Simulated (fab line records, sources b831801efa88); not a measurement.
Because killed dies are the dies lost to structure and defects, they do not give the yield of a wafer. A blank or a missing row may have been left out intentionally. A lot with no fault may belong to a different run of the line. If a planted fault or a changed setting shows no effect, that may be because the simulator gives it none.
fab line records    flow sky130
[record] lots = 5  wafers = 23
route steps=708 shown RES_PROTECT@210 POLY_GATE@213 LDD_N@239 LDD_HVN@269 LDD_LDN@292 SD_P@322 SD_N@346
startH: start of the lot's first displayed wafer, in hours after the record's first day    waitH: hours since the lot's step before    " repeats the value in the row above    L1.1+2: a single row standing in for several wafers    - either no value or no given start    * or withheld: withheld    < > ~ a bound
route shown NAME@n: names a module that has steps shown in the file, with the first one's number in the route    usual: mean and standard deviation over wafers with no fault    same: alike in all rows    chamber/n: place in a boat    sites: per-site readings    _std_site: the standard deviation of these    _edge_site: mean of outer sites minus mean of inner sites    radiusMm: how far each site lies from the wafer's centre    mask NAME#n: copy n    behind: the tool/chamber that last shaped the wafer    hold: reason for holding the lot/hours on hold/outcome of the hold    device: which transistor (n, p or np) failed to switch    end of line: the same wafers' tests at the end of the route    for a step that has no rows: nothing shown but its recipe    killed: dies lost to structure and defects at the first sort, not the wafer's yield    map: the dies of a wafer, with x for killed, . for not killed, _ for no die there
set.NAME: the run value of the setting; set.NAME@STEP: its run value at that earlier step    model.NAME: the simulator's own value behind a step, which no gauge read
lots where settings were altered on purpose, with a table for each step and a row for each wafer
[[steps]]
[step SKY_RES_PROTECT_EXPOSE_04]
[recipe] maskId = RPM  na = 0.6  sourceShape = conventional  sigmaOuter = 0.6  polarization = unpolarized  targetCdNm = 1270  doseMj = 131
lot.wafer       tool             chamber  startH  waitH  mask   set.doseMj
L074.1+3        ilineStepper-02  0        -       -      RPM#0  131
L074.2+5+6      "                0        "       "      RPM#0  139.8
L076.1+2+5      ilineStepper-02  0        -       -      RPM#0  131
L080.2+3+4+5+6  ilineStepper-02  0        -       -      RPM#0  131
L079.1+2+4      ilineStepper-02  0        -       -      RPM#0  131
L079.3+5        "                0        "       "      RPM#0  139.5
L083.1+2+3+5+6  ilineStepper-01  0        -       -      RPM#0  131
[step SKY_RES_PROTECT_PEB_05]
[recipe] tempC = withheld  timeS = *  resist = NOVOLAK
[step SKY_RES_PROTECT_DEVELOP_06]
[recipe] resist = NOVOLAK  developer = TMAH  developTimeS = 60  devTempC = 23
[step SKY_POLY_GATE_IMPLANT_02]
[recipe] species = P  energyKev = 30.3  doseCm2 = 7.7e+15  tiltDeg = 0
[step SKY_RES_PROTECT_STRIP_07]
[recipe] chemistry = O2/N2  powerW = 1400  pressureMtorr = 1500  platenTempC = withheld  o2FlowSccm = 3000  n2FlowSccm = 300  overashFraction = 0.5
[usual] stripTimeToEndpointS = 23.38/0.038
lot.wafer  tool            chamber  startH  waitH  set.resistThkNm@RES_PROTECT_COAT_02  stripTimeToEndpointS
L074.1     plasmaAsher-04  0        326.20  0.1    1140                                 23.46
L074.2     "               1        "       "      1140                                 23.41
L074.3     "               0        "       "      1140                                 23.39
L074.5     "               0        "       "      1140                                 23.44
L074.6     "               1        "       "      1140                                 23.40
L076.1     plasmaAsher-02  0        347.82  0.1    1140                                 23.33
L076.2     "               1        "       "      1140                                 23.37
L076.5     "               1        "       "      1140                                 23.36
L080.2     plasmaAsher-04  0        383.92  0.1    1208                                 24.13
L080.3     "               0        "       "      1208                                 24.11
L080.4     "               1        "       "      1140                                 23.38
L080.5     "               0        "       "      1140                                 23.37
L080.6     "               1        "       "      1140                                 23.43
L079.1     plasmaAsher-02  1        384.80  0.1    1072                                 22.57
L079.2     "               0        "       "      1140                                 23.40
L079.3     "               1        "       "      1140                                 23.33
L079.4     "               0        "       "      1140                                 23.39
L079.5     "               1        "       "      1072                                 22.61
L083.1     plasmaAsher-04  1        416.57  0.1    1140                                 23.36
L083.2     "               0        "       "      1140                                 23.37
L083.3     "               1        "       "      1104                                 22.92
L083.5     "               1        "       "      1104                                 22.93
L083.6     "               0        "       "      1104                                 22.98
[step SKY_LDD_N_COAT_02]
[recipe] resist = NOVOLAK  spinRpm = 3000  resistThkNm = 300
lot.wafer  tool           chamber  startH  waitH  set.spinRpm  model.NOVOLAK_of_LDD_N_COAT_02.thkNm
L074.1     lithoTrack-01  0        371.87  0.1    3000         301.2
L074.2+6   "              0        "       "      3000         300.6
L074.3     "              0        "       "      3000         300
L074.5     "              0        "       "      3000         300.7
L076.1     lithoTrack-01  0        398.17  0.1    3000         299.2
L076.2     "              0        "       "      3000         299.8
L076.5     "              0        "       "      3000         300.4
L080.2     lithoTrack-01  0        432.59  0.1    3179         292
L080.3     "              0        "       "      3000         299.4
L080.4     "              0        "       "      3179         292.2
L080.5     "              0        "       "      3000         300.4
L080.6     "              0        "       "      3000         301.1
L079.1     lithoTrack-01  0        434.47  0.1    2867         306.2
L079.2     "              0        "       "      3000         300
L079.3     "              0        "       "      2867         306.9
L079.4     "              0        "       "      3000         299.3
L079.5     "              0        "       "      3000         298.5
L083.1     lithoTrack-01  0        467.27  0.1    3000         299.3
L083.2+6   "              0        "       "      3000         299.7
L083.3     "              0        "       "      3000         299.8
L083.5     "              0        "       "      3000         299.4
[step SKY_LDD_N_IMPLANT_09]
[recipe] species = As  energyKev = 20  doseCm2 = 7.5e+13  tiltDeg = withheld  rotationDeg = 113
lot.wafer       tool          chamber  startH  waitH  set.energyKev  model.implant.rpNm  model.implant.drpNm
L074.1+2+3+5+6  implanter-01  0        386.32  0.1    20             15.9                7.212
L076.1+2+5      implanter-01  0        413.55  0.1    20             15.43               7.212
L080.2+3+5      implanter-03  0        448.53  0.1    20.72          16.59               7.391
L080.4+6        "             0        "       "      20             16.17               7.212
L079.1+3+4      implanter-03  0        450.32  0.1    18.92          15.29               6.941
L079.2+5        "             0        "       "      20             15.92               7.212
L083.1+3        implanter-03  0        482.97  0.1    19.16          15.22               7.001
L083.2+5+6      "             0        "       "      20             15.7                7.212
[step SKY_LDD_N_IMPLANT_10]
[recipe] species = As  energyKev = 20  doseCm2 = 7.5e+13  tiltDeg = withheld  rotationDeg = 203
[step SKY_LDD_N_IMPLANT_11]
[recipe] species = As  energyKev = 20  doseCm2 = 7.5e+13  tiltDeg = withheld  rotationDeg = 293
[step SKY_LDD_N_IMPLANT_14]
[recipe] species = BF2  energyKev = 50  doseCm2 = 5e+12  tiltDeg = 30  rotationDeg = 180
[step SKY_LDD_N_IMPLANT_15]
[recipe] species = BF2  energyKev = 50  doseCm2 = 5e+12  tiltDeg = 30  rotationDeg = 270
[step SKY_LDD_N_STRIP_16]
[recipe] chemistry = O2/N2  powerW = 1400  pressureMtorr = 1500  platenTempC = withheld  o2FlowSccm = 3000  n2FlowSccm = 300  overashFraction = 0.5
[usual] stripTimeToEndpointS = 4.315/0.014
lot.wafer  tool            chamber  startH  waitH  set.spinRpm@LDD_N_COAT_02  stripTimeToEndpointS
L074.1     plasmaAsher-04  0        387.37  0.1    3000                       4.318
L074.2     "               1        "       "      3000                       4.318
L074.3     "               0        "       "      3000                       4.318
L074.5     "               0        "       "      3000                       4.319
L074.6     "               1        "       "      3000                       4.312
L076.1     plasmaAsher-02  1        414.60  0.1    3000                       4.311
L076.2     "               0        "       "      3000                       4.310
L076.5     "               1        "       "      3000                       4.317
L080.2     plasmaAsher-02  0        449.55  0.1    3179                       4.211
L080.3     "               1        "       "      3000                       4.306
L080.4     "               0        "       "      3179                       4.214
L080.5     "               0        "       "      3000                       4.310
L080.6     "               1        "       "      3000                       4.331
L079.1     plasmaAsher-01  0        451.37  0.1    2867                       4.392
L079.2     "               1        "       "      3000                       4.327
L079.3     "               1        "       "      2867                       4.384
L079.4     "               0        "       "      3000                       4.305
L079.5     "               1        "       "      3000                       4.293
L083.1     plasmaAsher-02  1        484.02  0.1    3000                       4.300
L083.2     "               0        "       "      3000                       4.309
L083.3     "               0        "       "      3000                       4.283
L083.5     "               0        "       "      3000                       4.298
L083.6     "               1        "       "      3000                       4.303
[step SKY_LDD_HVN_COAT_02]
[recipe] resist = NOVOLAK  spinRpm = 3000  resistThkNm = 300
lot.wafer  tool           chamber  startH  waitH  set.resistThkNm  model.NOVOLAK_of_LDD_HVN_COAT_02.thkNm
L074.1+3   lithoTrack-01  0        431.97  0.1    300              299.3
L074.2     "              0        "       "      300              298.7
L074.5+6   "              0        "       "      300              299.6
L076.1     lithoTrack-02  0        459.92  0.1    300              300.2
L076.2     "              0        "       "      300              300.9
L076.5     "              0        "       "      300              299.9
L080.2     lithoTrack-02  0        494.89  0.1    300              300.2
L080.3     "              0        "       "      314.4            313.9
L080.4     "              0        "       "      314.4            314.1
L080.5     "              0        "       "      300              299.4
L080.6     "              0        "       "      314.4            313.8
L079.1+2   lithoTrack-01  0        497.27  0.1    300              300.1
L079.3     "              0        "       "      307.6            307.9
L079.4     "              0        "       "      307.6            307.1
L079.5     "              0        "       "      307.6            307.7
L083.1     lithoTrack-01  0        529.32  0.1    300              299.8
L083.2     "              0        "       "      307.7            307.3
L083.3     "              0        "       "      307.7            307.9
L083.5     "              0        "       "      307.7            307.2
L083.6     "              0        "       "      300              299.1
[step SKY_LDD_HVN_SOFTBAKE_03]
[recipe] tempC = 90  timeS = 60  resist = NOVOLAK
lot.wafer   tool           chamber  startH  waitH  set.timeS
L074.1+3+5  lithoTrack-01  0        432.12  0.1    62.7
L074.2+6    "              0        "       "      60
L076.1+2+5  lithoTrack-02  0        460.07  0.1    60
L080.2+3+4  lithoTrack-02  0        495.04  0.1    60
L080.5+6    "              0        "       "      55.23
L079.1+4    lithoTrack-01  0        497.42  0.1    60
L079.2+3+5  "              0        "       "      67.4
L083.1+5    lithoTrack-01  0        529.47  0.1    54.7
L083.2+3+6  "              0        "       "      60
[step SKY_LDD_HVN_EXPOSE_04]
[recipe] maskId = HVNTM  na = 0.6  sourceShape = conventional  sigmaOuter = 0.6  polarization = unpolarized  targetCdNm = 700  doseMj = 127
[step SKY_LDD_HVN_PEB_05]
[recipe] tempC = withheld  timeS = *  resist = NOVOLAK
[step SKY_LDD_HVN_IMPLANT_08]
[recipe] species = P  energyKev = 60  doseCm2 = 3e+13  tiltDeg = 40
[step SKY_LDD_HVN_STRIP_09]
[recipe] chemistry = O2/N2  powerW = 1400  pressureMtorr = 1500  platenTempC = withheld  o2FlowSccm = 3000  n2FlowSccm = 300  overashFraction = 0.5
[usual] stripTimeToEndpointS = 4.131/0.014
lot.wafer  tool            chamber  startH  waitH  set.resistThkNm@LDD_HVN_COAT_02  stripTimeToEndpointS
L074.1     plasmaAsher-02  1        447.50  0.1    300                              4.126
L074.2     "               0        "       "      300                              4.130
L074.3     "               1        "       "      300                              4.132
L074.5     "               1        "       "      300                              4.131
L074.6     "               0        "       "      300                              4.123
L076.1     plasmaAsher-03  1        475.60  0.1    300                              4.131
L076.2     "               0        "       "      300                              4.146
L076.5     "               0        "       "      300                              4.131
L080.2     plasmaAsher-02  0        511.48  0.1    300                              4.126
L080.3     "               0        "       "      314.4                            4.306
L080.4     "               1        "       "      314.4                            4.328
L080.5     "               1        "       "      300                              4.112
L080.6     "               0        "       "      314.4                            4.305
L079.1     plasmaAsher-04  0        513.33  0.1    300                              4.123
L079.2     "               1        "       "      300                              4.122
L079.3     "               1        "       "      307.6                            4.226
L079.4     "               0        "       "      307.6                            4.219
L079.5     "               0        "       "      307.6                            4.224
L083.1     plasmaAsher-04  0        545.15  0.1    300                              4.133
L083.2     "               1        "       "      307.7                            4.219
L083.3     "               1        "       "      307.7                            4.228
L083.5     "               1        "       "      307.7                            4.237
L083.6     "               0        "       "      300                              4.116
[step SKY_LDD_LDN_SOFTBAKE_03]
[recipe] tempC = 90  timeS = 60  resist = NOVOLAK
lot.wafer       tool           chamber  startH  waitH  set.tempC
L074.1+3        lithoTrack-02  0        492.37  0.1    93.67
L074.2+5+6      "              0        "       "      90
L076.1+2+5      lithoTrack-01  0        521.02  0.1    90
L080.2+3+4+5+6  lithoTrack-04  0        556.06  0.1    90
L079.1+2+5      lithoTrack-01  0        557.52  0.1    88.76
L079.3+4        "              0        "       "      90
L083.1+5+6      lithoTrack-01  0        589.32  0.1    90
L083.2+3        "              0        "       "      86.35
[step SKY_LDD_LDN_EXPOSE_04]
[recipe] maskId = LDNTM  na = 0.6  sourceShape = conventional  sigmaOuter = 0.6  polarization = unpolarized  targetCdNm = 700  doseMj = 140
[step SKY_LDD_LDN_PEB_05]
[recipe] tempC = withheld  timeS = *  resist = NOVOLAK
[step SKY_LDD_LDN_DEVELOP_06]
[recipe] resist = NOVOLAK  developer = TMAH  developTimeS = 60  devTempC = 23
lot.wafer  tool           chamber  startH  waitH  set.tempC@LDD_LDN_SOFTBAKE_03  model.NOVOLAK_of_LDD_LDN_COAT_02.thkNm
L074.1     lithoTrack-01  0        507.32  0.1    93.67                          1122
L074.2     "              0        "       "      90                             1135
L074.3     "              0        "       "      93.67                          1123
L074.5     "              0        "       "      90                             1139
L074.6     "              0        "       "      90                             1134
L076.1+5   lithoTrack-04  0        535.53  0.1    90                             1144
L076.2     "              0        "       "      90                             1143
L080.2     lithoTrack-02  0        570.99  0.1    90                             1134
L080.3+5   "              0        "       "      90                             1138
L080.4     "              0        "       "      90                             1137
L080.6     "              0        "       "      90                             1140
L079.1     lithoTrack-02  0        572.72  0.1    88.76                          1145
L079.2     "              0        "       "      88.76                          1144
L079.3     "              0        "       "      90                             1142
L079.4     "              0        "       "      90                             1137
L079.5     "              0        "       "      88.76                          1147
L083.1     lithoTrack-02  0        603.82  0.1    90                             1139
L083.2     "              0        "       "      86.35                          1148
L083.3     "              0        "       "      86.35                          1147
L083.5     "              0        "       "      90                             1140
L083.6     "              0        "       "      90                             1136
[step SKY_LDD_LDN_IMPLANT_10]
[recipe] species = As  energyKev = 15  doseCm2 = 1.25e+13  tiltDeg = withheld  rotationDeg = 203
lot.wafer   tool          chamber  startH  waitH  set.energyKev  model.implant.drpNm
L074.1+5    implanter-03  0        507.80  0.1    15             5.933
L074.2+3+6  "             0        "       "      15.52          6.07
L076.1+2+5  implanter-01  0        536.12  0.1    15             5.933
L080.2+3    implanter-03  0        571.48  0.1    15             5.933
L080.4+5+6  "             0        "       "      14.33          5.749
L079.1+3+5  implanter-03  0        573.20  0.1    14.22          5.718
L079.2+4    "             0        "       "      15             5.933
L083.1+2+3  implanter-03  0        604.30  0.1    15.58          6.086
L083.5+6    "             0        "       "      15             5.933
[step SKY_LDD_LDN_IMPLANT_11]
[recipe] species = As  energyKev = 15  doseCm2 = 1.25e+13  tiltDeg = withheld  rotationDeg = 293
[step SKY_LDD_LDN_STRIP_12]
[recipe] chemistry = O2/N2  powerW = 1400  pressureMtorr = 1500  platenTempC = withheld  o2FlowSccm = 3000  n2FlowSccm = 300  overashFraction = 0.5
[usual] stripTimeToEndpointS = 14.17/0.038
lot.wafer  tool            chamber  startH  waitH  set.tempC@LDD_LDN_SOFTBAKE_03  stripTimeToEndpointS
L074.1     plasmaAsher-01  0        508.10  0.1    93.67                          13.95
L074.2     "               1        "       "      90                             14.11
L074.3     "               1        "       "      93.67                          13.97
L074.5     "               1        "       "      90                             14.15
L074.6     "               0        "       "      90                             14.11
L076.1     plasmaAsher-01  1        536.42  0.1    90                             14.23
L076.2     "               0        "       "      90                             14.22
L076.5     "               0        "       "      90                             14.23
L080.2     plasmaAsher-01  1        571.75  0.1    90                             14.11
L080.3     "               0        "       "      90                             14.16
L080.4     "               1        "       "      90                             14.17
L080.5     "               0        "       "      90                             14.17
L080.6     "               1        "       "      90                             14.17
L079.1     plasmaAsher-01  1        573.50  0.1    88.76                          14.24
L079.2     "               0        "       "      88.76                          14.21
L079.3     "               0        "       "      90                             14.19
L079.4     "               1        "       "      90                             14.14
L079.5     "               1        "       "      88.76                          14.28
L083.1     plasmaAsher-02  1        604.60  0.1    90                             14.18
L083.2     "               0        "       "      86.35                          14.28
L083.3     "               0        "       "      86.35                          14.27
L083.5     "               0        "       "      90                             14.18
L083.6     "               1        "       "      90                             14.12
[step SKY_SD_P_COAT_02]
[recipe] resist = NOVOLAK  spinRpm = 3000  resistThkNm = 1140
lot.wafer  tool           chamber  startH  waitH  set.resistThkNm  model.NOVOLAK_of_SD_P_COAT_02.thkNm
L074.1     lithoTrack-02  0        554.37  0.1    1140             1141
L074.2+3   "              0        "       "      1164             1168
L074.5     "              0        "       "      1140             1143
L074.6     "              0        "       "      1140             1145
L076.1     lithoTrack-02  0        582.37  0.1    1140             1143
L076.2     "              0        "       "      1140             1142
L076.5     "              0        "       "      1140             1140
L080.2     lithoTrack-02  0        617.69  0.1    1140             1139
L080.3     "              0        "       "      1100             1098
L080.4     "              0        "       "      1140             1141
L080.5     "              0        "       "      1100             1101
L080.6     "              0        "       "      1100             1100
L079.1     lithoTrack-01  0        618.22  0.1    1140             1141
L079.2+5   "              0        "       "      1140             1140
L079.3     "              0        "       "      1140             1139
L079.4     "              0        "       "      1140             1145
L083.1+6   lithoTrack-03  0        649.49  0.1    1140             1147
L083.2+5   "              0        "       "      1140             1146
L083.3     "              0        "       "      1140             1148
[step SKY_SD_P_IMPLANT_09]
[recipe] species = BF2  energyKev = 20  doseCm2 = 3e+15  tiltDeg = 0
lot.wafer       tool          chamber  startH  waitH  set.doseCm2
L074.1+2+3+5+6  implanter-02  0        569.42  0.0    3e+15
L076.1+2+5      implanter-01  0        596.87  0.0    3e+15
L080.2+3+6      implanter-02  0        632.60  0.0    2.888e+15
L080.4+5        "             0        "       "      3e+15
L079.1+3+4      implanter-03  0        632.87  0.0    3e+15
L079.2+5        "             0        "       "      3.119e+15
L083.1+3+6      implanter-01  0        664.27  0.0    3e+15
L083.2+5        "             0        "       "      3.163e+15
[step SKY_SD_P_STRIP_10]
[recipe] chemistry = O2/N2  powerW = 1400  pressureMtorr = 1500  platenTempC = withheld  o2FlowSccm = 3000  n2FlowSccm = 300  overashFraction = 0.5
[usual] stripTimeToEndpointS = 17.50/0.043
lot.wafer  tool            chamber  startH  waitH  set.resistThkNm@SD_P_COAT_02  stripTimeToEndpointS
L074.1     plasmaAsher-04  1        569.57  0.1    1140                          17.51
L074.2     "               0        "       "      1164                          17.78
L074.3     "               0        "       "      1164                          17.79
L074.5     "               0        "       "      1140                          17.53
L074.6     "               1        "       "      1140                          17.55
L076.1     plasmaAsher-02  0        597.02  0.1    1140                          17.56
L076.2     "               1        "       "      1140                          17.55
L076.5     "               0        "       "      1140                          17.48
L080.2     plasmaAsher-02  0        632.72  0.1    1140                          17.41
L080.3     "               0        "       "      1100                          16.94
L080.4     "               1        "       "      1140                          17.50
L080.5     "               0        "       "      1100                          17.04
L080.6     "               1        "       "      1100                          16.95
L079.1     plasmaAsher-04  1        633.02  0.1    1140                          17.50
L079.2     "               0        "       "      1140                          17.59
L079.3     "               1        "       "      1140                          17.48
L079.4     "               0        "       "      1140                          17.55
L079.5     "               1        "       "      1140                          17.59
L083.1     plasmaAsher-04  0        664.42  0.1    1140                          17.57
L083.2     "               1        "       "      1140                          17.67
L083.3     "               1        "       "      1140                          17.54
L083.5     "               1        "       "      1140                          17.67
L083.6     "               0        "       "      1140                          17.57
[step SKY_SD_N_EXPOSE_04]
[recipe] maskId = NSDM  na = 0.6  sourceShape = conventional  sigmaOuter = 0.6  polarization = unpolarized  targetCdNm = 380  doseMj = 141
lot.wafer       tool             chamber  startH  waitH  mask    set.doseMj
L074.1+2+3+5+6  ilineStepper-02  0        -       -      NSDM#0  141
L076.1+2+5      ilineStepper-01  0        -       -      NSDM#0  141
L080.2+6        ilineStepper-01  0        -       -      NSDM#0  130.5
L080.3+4+5      "                0        "       "      NSDM#0  141
L079.1+2+3+4+5  ilineStepper-01  0        -       -      NSDM#0  141
L083.1+3        ilineStepper-01  0        -       -      NSDM#0  141
L083.2+5+6      "                0        "       "      NSDM#0  136.8
[step SKY_SD_N_PEB_05]
[recipe] tempC = withheld  timeS = *  resist = NOVOLAK
[step SKY_SD_N_DEVELOP_06]
[recipe] resist = NOVOLAK  developer = TMAH  developTimeS = 60  devTempC = 23
[step SKY_SD_N_CD_MEAS_07]
[recipe] targetCdNm = 380
[usual] cdNm = 379.8/2.3
lot.wafer  tool      chamber  startH  waitH  set.doseMj@SD_N_EXPOSE_04  cdNm
L074.1     cdSem-02  -        628.42  0.1    141                        376.1
L074.2     "         -        "       "      141                        377.0
L074.3     "         -        "       "      141                        379.0
L074.5     "         -        "       "      141                        376.9
L074.6     "         -        "       "      141                        376.7
L076.1     cdSem-02  -        655.32  0.1    141                        382.1
L076.2     "         -        "       "      141                        378.7
L076.5     "         -        "       "      141                        379.1
L080.2     cdSem-02  -        691.15  0.1    130.5                      354.3
L080.3     "         -        "       "      141                        379.7
L080.4     "         -        "       "      141                        376.6
L080.5     "         -        "       "      141                        375.5
L080.6     "         -        "       "      130.5                      353.5
L079.1     cdSem-01  -        692.02  0.1    141                        378.6
L079.2     "         -        "       "      141                        374.7
L079.3     "         -        "       "      141                        375.8
L079.4     "         -        "       "      141                        377.5
L079.5     "         -        "       "      141                        377.1
L083.1     cdSem-02  -        721.86  0.2    141                        378.1
L083.2     "         -        "       "      136.8                      369.4
L083.3     "         -        "       "      141                        378.1
L083.5     "         -        "       "      136.8                      369.5
L083.6     "         -        "       "      136.8                      368.3
[[key]]
[split] step = SKY_RES_PROTECT_EXPOSE_04  setting = doseMj  stated = 131  by = wafer
response none clear
[split] step = SKY_LDD_N_COAT_02  setting = spinRpm  stated = 3000  by = wafer
[response] step = SKY_LDD_N_COAT_02  reading = model.NOVOLAK_of_LDD_N_COAT_02.thkNm  change = -1.47  per = 1%  r = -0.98
[response] step = SKY_LDD_N_STRIP_16  reading = stripTimeToEndpointS  change = *  per = 1%  r = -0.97
[split] step = SKY_LDD_N_IMPLANT_09  setting = energyKev  stated = 20  by = wafer
[response] step = SKY_LDD_N_IMPLANT_09  reading = model.implant.rpNm  change = +0.116  per = 1%  r = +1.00
[response] step = SKY_LDD_N_IMPLANT_09  reading = model.implant.drpNm  change = +0.0501  per = 1%  r = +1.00
[split] step = SKY_LDD_HVN_COAT_02  setting = resistThkNm  stated = 300  by = wafer
[response] step = SKY_LDD_HVN_COAT_02  reading = model.NOVOLAK_of_LDD_HVN_COAT_02.thkNm  change = +2.99  per = 1%  r = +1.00
[response] step = SKY_LDD_HVN_STRIP_09  reading = stripTimeToEndpointS  change = *  per = 1%  r = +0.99
[split] step = SKY_LDD_HVN_SOFTBAKE_03  setting = timeS  stated = 60  by = wafer
response none clear
[split] step = SKY_LDD_LDN_SOFTBAKE_03  setting = tempC  stated = 90  by = wafer
[response] step = SKY_LDD_LDN_DEVELOP_06  reading = model.NOVOLAK_of_LDD_LDN_COAT_02.thkNm  change = -2.94  per = 1%  r = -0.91
[response] step = SKY_LDD_LDN_STRIP_12  reading = stripTimeToEndpointS  change = *  per = 1%  r = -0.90
[split] step = SKY_LDD_LDN_IMPLANT_10  setting = energyKev  stated = 15  by = wafer
[response] step = SKY_LDD_LDN_IMPLANT_10  reading = model.implant.drpNm  change = +0.0406  per = 1%  r = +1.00
[split] step = SKY_SD_P_COAT_02  setting = resistThkNm  stated = 1140  by = wafer
[response] step = SKY_SD_P_COAT_02  reading = model.NOVOLAK_of_SD_P_COAT_02.thkNm  change = +11.6  per = 1%  r = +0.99
[response] step = SKY_SD_P_STRIP_10  reading = stripTimeToEndpointS  change = *  per = 1%  r = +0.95
[split] step = SKY_SD_P_IMPLANT_09  setting = doseCm2  stated = 3e+15  by = wafer
response none clear
[split] step = SKY_SD_N_EXPOSE_04  setting = doseMj  stated = 141  by = wafer
[response] step = SKY_SD_N_CD_MEAS_07  reading = cdNm  change = +3.13  per = 1%  r = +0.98
split outsideThisFile step=SKY_RES_PROTECT_COAT_02 setting=resistThkNm
// split outsideThisFile: this setting was split too, and the file shows its column; the key of that split is in another file
